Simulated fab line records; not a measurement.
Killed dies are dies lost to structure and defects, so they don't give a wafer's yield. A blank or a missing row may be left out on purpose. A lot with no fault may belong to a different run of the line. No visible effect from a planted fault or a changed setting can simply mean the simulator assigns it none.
fab line records	flow sky130
[record] lots = 13	wafers = 39	last-day = 50
route steps=708 shown METAL5@661 PASSIVATION@684 PAD_OPEN@708
lots that met no fault: from a run of the same line without faults
start-h: start of the lot's first displayed wafer, in hours after the record's first day	wait-h: hours elapsed since this lot's preceding step	" unchanged from the row above	L1.1+2: one row covering several wafers at once	- value missing, or start not given	* or withheld: withheld	< > ~ a bound
route shown NAME@n: names a module that has steps shown in the file, with the first one's number in the route	usual: mean and standard deviation over wafers with no fault	same: alike in all rows	chamber/n: place in a boat	sites: the reading at each site	_std_site: the values' standard deviation	_edge_site: inner sites' mean taken away from outer sites' mean	radius-mm: how far each site lies from the wafer's centre	mask NAME#n: copy n	behind: the tool/chamber that last shaped the wafer	hold: the reason the lot was held/the length of the hold in hours/how it ended	device: names the non-switching transistor (n, p or np)	end of line: the tests these same wafers got at the end of their route	for a step that has no rows: nothing shown but its recipe	killed: not the wafer's yield, but the dies lost to structure and defects at the first sort	map: dies across one wafer; x = killed, . = not, _ = none there
set.NAME: the setting as run; set.NAME@STEP: as run at that earlier step	model.NAME: the simulator's own value behind a step, which no gauge read
steps of the route over a sample of lots; a table a step, a row a wafer
services: a tool's chamber out of use, with start hour (start-h, from the record's first day; less than 0 if before it), hours out, and reason
[[steps]]
[step SKY_METAL5_SPUTTER_00]
[recipe] material = Ti	target-thk-nm = 15	power-w = 3000	time-s = 10	chamber-pressure-pa = 0.4
[usual] throttle-valve-pct = 29.3/1.1
lot.wafer	tool	chamber	start-h	wait-h	throttle-valve-pct
L820.1	pvd-sputter-02	-	1011.61	0.2	29.3
L820.5	"	-	"	"	29.1
L820.6	"	-	"	"	32.0
L821.2	pvd-sputter-01	-	1012.63	0.2	29.6
L821.3	"	-	"	"	29.9
L821.5	"	-	"	"	29.5
L825.2	pvd-sputter-04	-	1038.48	0.2	27.7
L825.3	"	-	"	"	29.8
L825.6	"	-	"	"	27.5
L826.1	pvd-sputter-02	-	1043.23	0.2	29.3
L826.5	"	-	"	"	32.2
L826.6	"	-	"	"	29.5
L828.1	pvd-sputter-01	-	1063.17	0.2	28.5
L828.5	"	-	"	"	29.7
L828.6	"	-	"	"	29.6
L830.4	pvd-sputter-02	-	1072.84	0.2	29.4
L830.5	"	-	"	"	32.1
L830.6	"	-	"	"	28.6
L829.1	pvd-sputter-04	-	1073.62	0.2	27.8
L829.2	"	-	"	"	28.8
L829.4	"	-	"	"	29.7
L831.1	pvd-sputter-02	-	1098.67	0.1	29.2
L831.3	"	-	"	"	29.3
L831.6	"	-	"	"	29.1
L833.3	pvd-sputter-01	-	1112.20	0.2	28.1
L833.5	"	-	"	"	29.6
L833.6	"	-	"	"	28.3
L835.1	pvd-sputter-02	-	1115.93	0.1	31.9
L835.3	"	-	"	"	29.5
L835.5	"	-	"	"	28.6
L836.1	pvd-sputter-01	-	1118.88	0.2	29.5
L836.2	"	-	"	"	28.4
L836.4	"	-	"	"	29.8
L841.2	pvd-sputter-01	-	1133.63	0.1	28.3
L841.4	"	-	"	"	29.7
L841.6	"	-	"	"	28.0
L843.3	pvd-sputter-04	-	1153.38	0.2	29.8
L843.5	"	-	"	"	27.4
L843.6	"	-	"	"	30.9
[step SKY_METAL5_DESCUM_14]
[recipe] chemistry = O2	source-power-w = 150	bias-power-w = 0	pressure-mtorr = 10	temp-c = 40	time-s = 11
[usual] drypump-motor-current-A = 5.5/0.44	oes-product-au = 1.007/0.0073
lot.wafer	tool	chamber	start-h	wait-h	drypump-motor-current-A	oes-product-au	rf-hours-counter-h
L820.1	rie-metal-02	1	1034.45	0.1	5.7	1.003	2
L820.5	"	1	"	"	5.7	1.003	-
L820.6	"	0	"	"	6.1	1.006	-
L821.2	rie-metal-03	1	1036.09	0.1	5.8	1.011	9
L821.3	"	0	"	"	4.9	1.005	-
L821.5	"	1	"	"	5.8	1.010	-
L825.2	rie-metal-03	1	1060.24	0.1	5.9	1.009	10
L825.3	"	0	"	"	4.8	1.014	-
L825.6	"	0	"	"	4.9	1.008	-
L826.1	rie-metal-02	1	1064.89	0.1	5.7	1.017	4
L826.5	"	1	"	"	5.7	1.019	-
L826.6	"	1	"	"	5.7	1.018	-
L828.1	rie-metal-03	0	1084.08	0.1	4.8	1.010	20
L828.5	"	0	"	"	4.9	1.000	-
L828.6	"	1	"	"	5.9	1.015	-
L830.4	rie-metal-02	1	1093.05	0.1	5.7	1.012	-
L830.5	"	0	"	"	6.2	0.991	-
L830.6	"	1	"	"	5.7	1.019	-
L829.1	rie-metal-01	1	1093.69	0.1	5.1	1.003	21
L829.2	"	0	"	"	5.5	1.003	3
L829.4	"	0	"	"	5.5	1.006	-
L831.1	rie-metal-01	1	1117.90	0.1	5.1	1.013	22
L831.3	"	1	"	"	5.1	1.004	-
L831.6	"	1	"	"	5.1	1.004	-
L833.3	rie-metal-02	1	1132.51	0.1	5.7	1.014	-
L833.5	"	1	"	"	5.7	1.022	-
L833.6	"	0	"	"	6.2	1.001	-
L835.1	rie-metal-02	0	1135.39	0.1	6.2	1.010	22
L835.3	"	0	"	"	6.1	1.008	-
L835.5	"	1	"	"	5.7	1.020	-
L836.1	rie-metal-02	1	1137.93	0.1	5.7	1.015	11
L836.2	"	0	"	"	6.2	0.998	23
L836.4	"	0	"	"	6.1	0.992	-
L841.2	rie-metal-03	0	1152.68	0.1	4.9	1.013	26
L841.4	"	1	"	"	5.9	1.006	-
L841.6	"	0	"	"	4.9	1.012	-
L843.3	rie-metal-01	1	1170.91	0.1	5.1	0.997	-
L843.5	"	0	"	"	5.5	1.005	-
L843.6	"	1	"	"	5.1	0.997	-
[step SKY_METAL5_CLEAN_19]
[recipe] chemistry = O3/DIW	dry = n2-spin
lot.wafer	tool	chamber	start-h	wait-h
L820.1+5+6	wet-bench-02	2	1035.25	0.0
L821.2+3+5	wet-bench-04	2	1036.86	0.0
L825.2+3+6	wet-bench-03	1	1061.01	0.0
L826.1+5+6	wet-bench-04	1	1065.96	0.0
L828.1+5+6	wet-bench-04	2	1084.85	0.0
L830.4+5+6	wet-bench-03	0	1093.96	0.1
L829.1+2+4	wet-bench-02	0	1094.51	0.0
L831.1+3+6	wet-bench-02	3	1118.70	0.0
L833.3+5+6	wet-bench-02	3	1133.27	0.0
L835.1+3+5	wet-bench-04	2	1136.20	0.0
L836.1+2+4	wet-bench-02	2	1138.70	0.0
L841.2+4+6	wet-bench-03	0	1153.45	0.0
L843.3+5+6	wet-bench-03	2	1171.67	0.0
[step SKY_PASSIVATION_THK_MEAS_03]
[recipe] reads = Si3N4_of_PASSIVATION_CVD_02
[usual] PASSIVATION_CVD_02_THK = 540/6.9
lot.wafer	tool	chamber	start-h	wait-h	PASSIVATION_CVD_02_THK[nm]
L820.1	film-metro-04	-	1035.66	-	541
L820.5	"	-	"	"	545
L820.6	"	-	"	"	548
L821.2	film-metro-02	-	1037.27	-	535
L821.3	"	-	"	"	531
L821.5	"	-	"	"	539
L825.2	film-metro-04	-	1061.42	-	531
L825.3	"	-	"	"	545
L825.6	"	-	"	"	545
L826.1	film-metro-01	-	1066.37	-	532
L826.5	"	-	"	"	539
L826.6	"	-	"	"	539
L828.1	film-metro-02	-	1085.25	-	529
L828.5	"	-	"	"	546
L828.6	"	-	"	"	544
L830.4	film-metro-02	-	1094.51	-	546
L830.5	"	-	"	"	535
L830.6	"	-	"	"	533
L829.1	film-metro-04	-	1094.91	-	530
L829.2	"	-	"	"	543
L829.4	"	-	"	"	543
L831.1	film-metro-02	-	1119.22	-	524
L831.3	"	-	"	"	543
L831.6	"	-	"	"	532
L833.3	film-metro-04	-	1133.68	-	548
L833.5	"	-	"	"	545
L833.6	"	-	"	"	551
L835.1	film-metro-01	-	1136.61	-	539
L835.3	"	-	"	"	546
L835.5	"	-	"	"	545
L836.1	film-metro-01	-	1139.11	-	535
L836.2	"	-	"	"	541
L836.4	"	-	"	"	536
L841.2	film-metro-04	-	1153.86	-	540
L841.4	"	-	"	"	547
L841.6	"	-	"	"	540
L843.3	film-metro-01	-	1172.20	-	543
L843.5	"	-	"	"	537
L843.6	"	-	"	"	546
[step SKY_PAD_OPEN_PROBE_99]
[usual] defect-limited-yield = 82.9/1.7	killed_at_M0_to_M3 = 42/6.7	killed_at_M4_up = 3.4/2	killed-at-contacts = 24/5.1	killed-at-front-end = 14/4.2	killed-at-other = 0.2/0.49	killed-dies = 84/8.4	killed-open = 46/7	killed-short = 39/5.8	sort_bin_3_pad_short = 0.8/0.42	sort_bin_5_function = 10.2/1.3	sort_bin_6_memory = 6.1/1	sort-n-pass = 408/8.4	sort-yield-pct = 82.9/1.7
[same] gross-dies = 492	killed-at-back-side = 0	sort_bin_4_leakage[%] = 0	sort_bin_8_speed[%] = 0
lot.wafer	tool	chamber	start-h	wait-h	defect-limited-yield[%]	killed_at_M0_to_M3	killed_at_M4_up	killed-at-contacts	killed-at-front-end	killed-at-other	killed-dies	killed-open	killed-short	sort_bin_3_pad_short[%]	sort_bin_5_function[%]	sort_bin_6_memory[%]	sort-n-pass	sort-yield-pct[%]
L820.1	prober-01	-	1080.91	0.1	80.7	43	3	25	23	1	95	55	40	0.6	11.2	7.5	397	80.7
L820.5	prober-01	-	1081.11	0.2	81.1	48	3	24	18	0	93	53	40	1.2	10.6	7.1	399	81.1
L820.6	prober-01	-	1081.16	0.2	83.3	50	1	20	10	1	82	43	39	0.6	9.3	6.7	410	83.3
L821.2	prober-02	-	1083.46	0.1	80.7	48	1	36	10	0	95	53	42	1.2	11.8	6.3	397	80.7
L821.3	prober-02	-	1083.51	0.2	81.7	49	4	22	15	0	90	39	51	2.0	10.6	5.7	402	81.7
L821.5	prober-02	-	1083.61	0.2	83.5	36	1	28	16	0	81	40	41	0.6	11.4	4.5	411	83.5
L825.2	prober-02	-	1105.66	0.1	80.7	48	2	28	17	0	95	51	44	0.4	11.0	7.9	397	80.7
L825.3	prober-02	-	1105.71	0.2	80.5	50	2	35	9	0	96	56	40	0.6	11.8	7.1	396	80.5
L825.6	prober-02	-	1105.86	0.2	80.3	45	2	28	22	0	97	52	45	1.2	11.4	7.1	395	80.3
L826.1	prober-01	-	1109.91	0.1	83.5	35	5	23	18	0	81	43	38	0.8	10.0	5.7	411	83.5
L826.5	prober-01	-	1110.11	0.2	82.1	44	4	28	11	1	88	44	44	1.4	10.8	5.7	404	82.1
L826.6	prober-01	-	1110.16	0.2	81.3	39	1	39	13	0	92	49	43	1.2	10.8	6.7	400	81.3
L828.1	prober-01	-	1127.16	0.1	84.1	37	2	24	15	0	78	41	37	1.4	9.6	4.9	414	84.1
L828.5	prober-01	-	1127.36	0.2	83.7	43	1	23	13	0	80	43	37	0.6	9.1	6.5	412	83.7
L828.6	prober-01	-	1127.41	0.2	82.9	48	3	25	8	0	84	48	36	0.8	10.0	6.3	408	82.9
L830.4	prober-02	-	1136.46	0.2	81.5	41	5	32	12	1	91	46	45	0.8	12.2	5.5	401	81.5
L830.5	prober-02	-	1136.51	0.2	84.3	47	2	18	10	0	77	45	32	0.4	8.1	7.1	415	84.3
L830.6	prober-02	-	1136.56	0.2	80.5	52	4	23	17	0	96	46	50	1.6	11.8	6.1	396	80.5
L829.1	prober-01	-	1136.66	0.1	81.5	49	3	25	14	0	91	47	44	1.0	10.2	7.3	401	81.5
L829.2	prober-01	-	1136.71	0.1	84.1	35	7	24	11	1	78	50	28	0.6	9.8	5.5	414	84.1
L829.4	prober-01	-	1136.81	0.2	80.9	49	4	27	14	0	94	43	51	1.0	10.8	7.3	398	80.9
L831.1	prober-01	-	1159.15	0.1	83.5	39	5	18	19	0	81	51	30	0.4	11.4	4.7	411	83.5
L831.3	prober-01	-	1159.25	0.2	82.3	41	5	28	13	0	87	53	34	1.0	11.4	5.3	405	82.3
L831.6	prober-01	-	1159.40	0.2	82.7	43	4	21	17	0	85	47	38	0.6	9.8	6.9	407	82.7
L833.3	prober-01	-	1172.97	0.2	74.6	29	59	19	18	0	125	35	31	5.5	14.6	5.3	367	74.6
L833.5	prober-01	-	1173.07	0.2	72.2	43	62	20	12	0	137	47	29	4.1	15.9	7.9	355	72.2
L833.6	prober-01	-	1173.12	0.2	72.0	44	63	14	17	0	138	39	40	4.3	17.5	6.3	354	72.0
L835.1	prober-02	-	1175.57	0.1	84.1	36	4	24	13	1	78	37	41	1.0	9.3	5.5	414	84.1
L835.3	prober-02	-	1175.67	0.2	81.9	42	6	34	7	0	89	53	36	1.0	7.9	9.1	403	81.9
L835.5	prober-02	-	1175.77	0.2	83.1	32	3	31	16	1	83	42	41	0.6	11.0	5.3	409	83.1
L836.1	prober-01	-	1177.28	0.1	78.9	35	41	20	8	0	104	36	30	3.7	13.0	4.5	388	78.9
L836.2	prober-01	-	1177.33	0.1	74.4	45	43	19	17	2	126	44	41	3.9	15.4	6.3	366	74.4
L836.4	prober-01	-	1177.43	0.2	77.8	30	38	34	7	0	109	42	32	4.3	11.0	6.9	383	77.8
L841.2	prober-02	-	1190.82	0.1	83.5	41	3	22	14	1	81	49	32	0.4	10.0	6.1	411	83.5
L841.4	prober-02	-	1190.92	0.2	85.4	42	4	13	13	0	72	31	41	0.8	9.1	4.7	420	85.4
L841.6	prober-02	-	1191.02	0.2	86.8	31	3	21	10	0	65	34	31	0.2	7.9	5.1	427	86.8
L843.3	prober-01	-	1207.52	0.2	83.9	43	2	23	11	0	79	48	31	0.2	9.8	6.1	413	83.9
L843.5	prober-01	-	1207.62	0.2	79.9	44	6	27	22	0	99	63	36	0.4	12.0	7.7	393	79.9
L843.6	prober-01	-	1207.67	0.2	83.3	34	5	25	18	0	82	45	37	0.6	11.2	4.9	410	83.3
// killed by level:class
L820.1 LI_CONTACT:geometric-particle:open=9 METAL2:geometric-particle:short=9 VIA1:geometric-particle:open=9 FIELD_ISO:geometric-particle:open=8 VIA3:geometric-particle:open=8 VIA2:geometric-particle:open=7 LOCAL_INTERCONNECT:geometric-particle:short=6 FIELD_ISO:geometric-particle:short=5
L820.5 VIA1:geometric-particle:open=12 LI_CONTACT:geometric-particle:open=12 VIA1:geometric-particle:short=7 POLY_GATE:geometric-particle:open=6 CONTACT:geometric-particle:open=6 VIA2:geometric-particle:open=6 METAL1:geometric-particle:short=5 POLY_GATE:geometric-particle:short=4
L820.6 VIA1:geometric-particle:open=12 LI_CONTACT:geometric-particle:open=8 VIA1:geometric-particle:short=8 VIA2:geometric-particle:open=6 METAL2:geometric-particle:short=5 FIELD_ISO:geometric-particle:open=4 METAL3:geometric-particle:short=4 LOCAL_INTERCONNECT:geometric-particle:short=4
L821.2 CONTACT:geometric-particle:open=15 VIA1:geometric-particle:open=13 VIA3:geometric-particle:open=8 LI_CONTACT:geometric-particle:open=7 LOCAL_INTERCONNECT:geometric-particle:short=7 CONTACT:geometric-particle:short=6 VIA2:geometric-particle:open=6 METAL3:geometric-particle:short=6
L821.3 VIA1:geometric-particle:open=10 METAL1:geometric-particle:short=8 CONTACT:geometric-particle:short=7 CONTACT:geometric-particle:open=6 METAL3:geometric-particle:short=6 POLY_GATE:geometric-particle:short=5 METAL2:geometric-particle:short=5 VIA2:geometric-particle:open=5
L821.5 CONTACT:geometric-particle:open=14 METAL1:geometric-particle:short=8 VIA2:geometric-particle:short=6 CONTACT:geometric-particle:short=5 VIA2:geometric-particle:open=5 FIELD_ISO:geometric-particle:open=4 FIELD_ISO:geometric-particle:short=4 LI_CONTACT:geometric-particle:open=4
L825.2 VIA1:geometric-particle:open=13 CONTACT:geometric-particle:open=9 LI_CONTACT:geometric-particle:open=8 METAL1:geometric-particle:short=8 VIA1:geometric-particle:short=6 VIA3:geometric-particle:open=6 LOCAL_INTERCONNECT:geometric-particle:short=5 VIA2:geometric-particle:open=5
L825.3 VIA1:geometric-particle:open=17 CONTACT:geometric-particle:open=10 LI_CONTACT:geometric-particle:open=9 METAL1:geometric-particle:short=8 CONTACT:geometric-particle:short=6 LI_CONTACT:geometric-particle:short=5 VIA3:geometric-particle:open=5 LOCAL_INTERCONNECT:geometric-particle:short=4
L825.6 VIA1:geometric-particle:open=11 LI_CONTACT:geometric-particle:open=11 POLY_GATE:geometric-particle:short=9 METAL1:geometric-particle:short=7 VIA2:geometric-particle:open=6 VIA3:geometric-particle:open=6 POLY_GATE:geometric-particle:open=5 LOCAL_INTERCONNECT:geometric-particle:short=5
L826.1 VIA1:geometric-particle:open=9 LI_CONTACT:geometric-particle:open=8 CONTACT:geometric-particle:open=6 FIELD_ISO:geometric-particle:short=5 FIELD_ISO:geometric-particle:open=5 VIA2:geometric-particle:open=5 CONTACT:geometric-particle:short=5 METAL1:geometric-particle:short=5
L826.5 VIA1:geometric-particle:open=9 METAL1:geometric-particle:short=8 CONTACT:geometric-particle:short=7 FIELD_ISO:geometric-particle:open=6 LOCAL_INTERCONNECT:geometric-particle:short=6 CONTACT:geometric-particle:open=6 VIA2:geometric-particle:open=6 VIA3:geometric-particle:open=6
L826.6 CONTACT:geometric-particle:short=14 CONTACT:geometric-particle:open=12 VIA1:geometric-particle:open=12 FIELD_ISO:geometric-particle:open=6 LI_CONTACT:geometric-particle:open=6 LOCAL_INTERCONNECT:geometric-particle:short=6 VIA2:geometric-particle:open=6 VIA1:geometric-particle:short=5
L828.1 CONTACT:geometric-particle:open=9 VIA1:geometric-particle:open=8 VIA3:geometric-particle:open=6 FIELD_ISO:geometric-particle:open=5 FIELD_ISO:geometric-particle:short=5 LOCAL_INTERCONNECT:geometric-particle:short=5 VIA1:geometric-particle:short=5 METAL2:geometric-particle:short=5
L828.5 LI_CONTACT:geometric-particle:open=11 VIA1:geometric-particle:open=11 METAL2:geometric-particle:short=7 VIA2:geometric-particle:short=5 POLY_GATE:geometric-particle:short=5 VIA3:geometric-particle:open=5 FIELD_ISO:geometric-particle:open=4 CONTACT:geometric-particle:short=4
L828.6 VIA1:geometric-particle:open=11 CONTACT:geometric-particle:open=9 LI_CONTACT:geometric-particle:open=8 VIA2:geometric-particle:open=8 VIA1:geometric-particle:short=6 METAL2:geometric-particle:short=6 METAL1:geometric-particle:short=5 LOCAL_INTERCONNECT:geometric-particle:short=4
L830.4 VIA1:geometric-particle:open=12 LI_CONTACT:geometric-particle:open=10 CONTACT:geometric-particle:open=9 CONTACT:geometric-particle:short=7 FIELD_ISO:geometric-particle:short=6 VIA2:geometric-particle:short=6 VIA2:geometric-particle:open=6 METAL4:geometric-particle:short=5
L830.5 VIA1:geometric-particle:open=15 CONTACT:geometric-particle:open=8 METAL1:geometric-particle:short=7 VIA2:geometric-particle:open=6 VIA3:geometric-particle:open=5 METAL2:geometric-particle:short=4 VIA1:geometric-particle:short=4 FIELD_ISO:geometric-particle:open=3
L830.6 VIA1:geometric-particle:open=15 METAL2:geometric-particle:short=11 FIELD_ISO:geometric-particle:short=8 CONTACT:geometric-particle:open=8 VIA2:geometric-particle:open=7 LI_CONTACT:geometric-particle:open=7 METAL1:geometric-particle:short=5 VIA1:geometric-particle:short=5
L829.1 VIA3:geometric-particle:short=10 LI_CONTACT:geometric-particle:open=9 CONTACT:geometric-particle:open=9 VIA1:geometric-particle:open=8 VIA3:geometric-particle:open=7 VIA1:geometric-particle:short=6 METAL1:geometric-particle:short=5 VIA2:geometric-particle:open=5
L829.2 VIA1:geometric-particle:open=11 CONTACT:geometric-particle:open=9 VIA3:geometric-particle:open=8 METAL4:geometric-particle:open=5 LI_CONTACT:geometric-particle:open=4 LOCAL_INTERCONNECT:geometric-particle:short=4 CONTACT:geometric-particle:short=4 METAL1:geometric-particle:short=4
L829.4 CONTACT:geometric-particle:short=8 VIA2:geometric-particle:open=8 VIA1:geometric-particle:open=8 FIELD_ISO:geometric-particle:short=7 CONTACT:geometric-particle:open=6 METAL1:geometric-particle:short=5 LI_CONTACT:geometric-particle:open=5 VIA1:geometric-particle:short=5
L831.1 VIA3:geometric-particle:open=10 VIA1:geometric-particle:open=8 CONTACT:geometric-particle:open=7 VIA2:geometric-particle:open=6 FIELD_ISO:geometric-particle:short=5 LI_CONTACT:geometric-particle:open=4 FIELD_ISO:geometric-particle:open=3 POLY_GATE:geometric-particle:open=3
L831.3 CONTACT:geometric-particle:open=13 VIA1:geometric-particle:open=11 VIA3:geometric-particle:open=9 CONTACT:geometric-particle:short=6 LI_CONTACT:geometric-particle:open=5 METAL1:geometric-particle:short=5 FIELD_ISO:geometric-particle:short=4 VIA2:geometric-particle:open=4
L831.6 VIA1:geometric-particle:open=9 CONTACT:geometric-particle:open=8 POLY_GATE:geometric-particle:open=6 CONTACT:geometric-particle:short=6 METAL2:geometric-particle:short=5 VIA3:geometric-particle:short=5 FIELD_ISO:geometric-particle:open=4 POLY_GATE:geometric-particle:short=4
L833.3 METAL5:unspecified=59 CONTACT:geometric-particle:open=6 VIA1:geometric-particle:open=6 METAL2:geometric-particle:short=6 VIA2:geometric-particle:open=5 LOCAL_INTERCONNECT:geometric-particle:short=5 METAL1:geometric-particle:short=5 POLY_GATE:geometric-particle:short=4
L833.5 METAL5:unspecified=61 VIA1:geometric-particle:open=12 VIA3:geometric-particle:open=8 CONTACT:geometric-particle:open=7 VIA2:geometric-particle:open=7 LI_CONTACT:geometric-particle:open=6 CONTACT:geometric-particle:short=5 VIA2:geometric-particle:short=5
L833.6 METAL5:unspecified=59 VIA1:geometric-particle:open=12 CONTACT:geometric-particle:short=6 VIA1:geometric-particle:short=6 FIELD_ISO:geometric-particle:short=5 VIA2:geometric-particle:open=5 METAL3:geometric-particle:short=5 VIA3:geometric-particle:open=5
L835.1 CONTACT:geometric-particle:open=8 VIA3:geometric-particle:open=7 METAL1:geometric-particle:short=6 LOCAL_INTERCONNECT:geometric-particle:short=5 CONTACT:geometric-particle:short=5 POLY_GATE:geometric-particle:open=4 VIA1:geometric-particle:short=4 VIA1:geometric-particle:open=4
L835.3 CONTACT:geometric-particle:open=11 LI_CONTACT:geometric-particle:open=10 VIA1:geometric-particle:open=9 VIA2:geometric-particle:open=7 LOCAL_INTERCONNECT:geometric-particle:short=6 CONTACT:geometric-particle:short=6 VIA3:geometric-particle:short=6 VIA3:geometric-particle:open=5
L835.5 LI_CONTACT:geometric-particle:open=10 CONTACT:geometric-particle:open=10 CONTACT:geometric-particle:short=8 VIA2:geometric-particle:open=7 VIA1:geometric-particle:open=6 FIELD_ISO:geometric-particle:short=5 POLY_GATE:geometric-particle:short=5 METAL1:geometric-particle:short=5
L836.1 METAL5:unspecified=38 VIA1:geometric-particle:open=7 VIA3:geometric-particle:open=7 LI_CONTACT:geometric-particle:open=6 LOCAL_INTERCONNECT:geometric-particle:short=5 METAL2:geometric-particle:short=4 CONTACT:geometric-particle:open=4 METAL1:geometric-particle:short=4
L836.2 METAL5:unspecified=41 VIA1:geometric-particle:open=13 VIA3:geometric-particle:open=7 FIELD_ISO:geometric-particle:short=6 LOCAL_INTERCONNECT:geometric-particle:short=5 CONTACT:geometric-particle:open=5 VIA2:geometric-particle:short=5 LI_CONTACT:geometric-particle:open=4
L836.4 METAL5:unspecified=35 CONTACT:geometric-particle:open=13 LI_CONTACT:geometric-particle:open=7 VIA3:geometric-particle:open=6 VIA1:geometric-particle:open=5 LOCAL_INTERCONNECT:geometric-particle:short=5 CONTACT:geometric-particle:short=5 METAL2:geometric-particle:short=4
L841.2 VIA1:geometric-particle:open=13 CONTACT:geometric-particle:open=9 LI_CONTACT:geometric-particle:open=8 VIA2:geometric-particle:open=7 METAL2:geometric-particle:short=5 FIELD_ISO:geometric-particle:short=4 METAL1:geometric-particle:short=4 FIELD_ISO:geometric-particle:open=3
L841.4 VIA1:geometric-particle:open=8 VIA3:geometric-particle:open=6 METAL1:geometric-particle:short=6 METAL2:geometric-particle:short=6 POLY_GATE:geometric-particle:short=4 LI_CONTACT:geometric-particle:open=4 METAL3:geometric-particle:short=4 VIA3:geometric-particle:short=4
L841.6 CONTACT:geometric-particle:open=8 VIA1:geometric-particle:open=7 LI_CONTACT:geometric-particle:open=6 VIA2:geometric-particle:open=4 METAL2:geometric-particle:short=4 VIA3:geometric-particle:open=4 LOCAL_INTERCONNECT:geometric-particle:short=3 CONTACT:geometric-particle:short=3
L843.3 VIA1:geometric-particle:open=10 CONTACT:geometric-particle:open=9 VIA2:geometric-particle:open=9 LI_CONTACT:geometric-particle:open=8 METAL1:geometric-particle:short=7 FIELD_ISO:geometric-particle:open=4 METAL3:geometric-particle:short=4 FIELD_ISO:geometric-particle:short=3
L843.5 CONTACT:geometric-particle:open=14 POLY_GATE:geometric-particle:open=9 VIA1:geometric-particle:open=9 VIA3:geometric-particle:open=8 CONTACT:geometric-particle:short=6 VIA1:geometric-particle:short=6 VIA2:geometric-particle:open=6 FIELD_ISO:geometric-particle:short=5
L843.6 CONTACT:geometric-particle:open=12 FIELD_ISO:geometric-particle:short=9 VIA1:geometric-particle:open=8 METAL1:geometric-particle:short=6 VIA2:geometric-particle:open=6 LI_CONTACT:geometric-particle:open=5 CONTACT:geometric-particle:short=5 FIELD_ISO:geometric-particle:open=4
[[services]]
tool	chamber	start-h	hours	kind
pvd-sputter-02	1	1030.53	-	consumable-replace:kit
pvd-sputter-02	1	1030.53	18.0	scheduled-down
pvd-sputter-02	1	1030.53	18.0	vent-cycle
wet-bench-02	-	1030.83	1.9	pm
pvd-sputter-01	3	1041.17	-	consumable-replace:kit
pvd-sputter-01	3	1041.17	18.0	scheduled-down
pvd-sputter-01	3	1041.17	18.0	vent-cycle
pvd-sputter-01	-	1047.97	1.6	repair
wet-bench-02	-	1056.96	0.8	repair
rie-metal-02	0	1058.78	15.6	repair
pvd-sputter-01	-	1094.88	6.8	repair
rie-metal-01	1	1099.84	1.6	repair
pvd-sputter-01	2	1112.36	-	consumable-replace:kit
pvd-sputter-01	2	1112.36	18.0	scheduled-down
pvd-sputter-01	2	1112.36	18.0	vent-cycle
pvd-sputter-02	0	1130.90	-	consumable-replace:kit
pvd-sputter-02	0	1130.90	18.0	scheduled-down
pvd-sputter-02	0	1130.90	18.0	vent-cycle
pvd-sputter-04	-	1152.56	0.8	repair
wet-bench-04	-	1158.81	4.4	pm
pvd-sputter-01	1	1160.15	-	consumable-replace:kit
pvd-sputter-01	1	1160.15	18.0	scheduled-down
pvd-sputter-01	1	1160.15	18.0	vent-cycle
rie-metal-03	-	1170.35	14.6	pm
[[key]]
[first-sign] step = SKY_PAD_OPEN_PROBE_99	reading = killed_at_M4_up	direction = up	sigmas = 24	usual = 3.4	struck = 51
[effect] step = SKY_PAD_OPEN_PROBE_99	reading = sort_bin_3_pad_short	direction = up	sigmas = 8.2	usual = 0.8	struck = 4.3
met-at SKY_METAL5_CLEAN_19
struck-lots L833,L836
not-acting-at SKY_METAL5_SPUTTER_00,SKY_METAL5_DESCUM_14,SKY_PASSIVATION_THK_MEAS_03
onset-between 1118.70 1133.27
[fault] kind = chamber-particle-source	tool = wet-bench-02	chamber = -	onset-h = 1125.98	steps = SKY_METAL5_CLEAN_19	rate-per-visit-cm2 = 1.5964	end-h = 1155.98
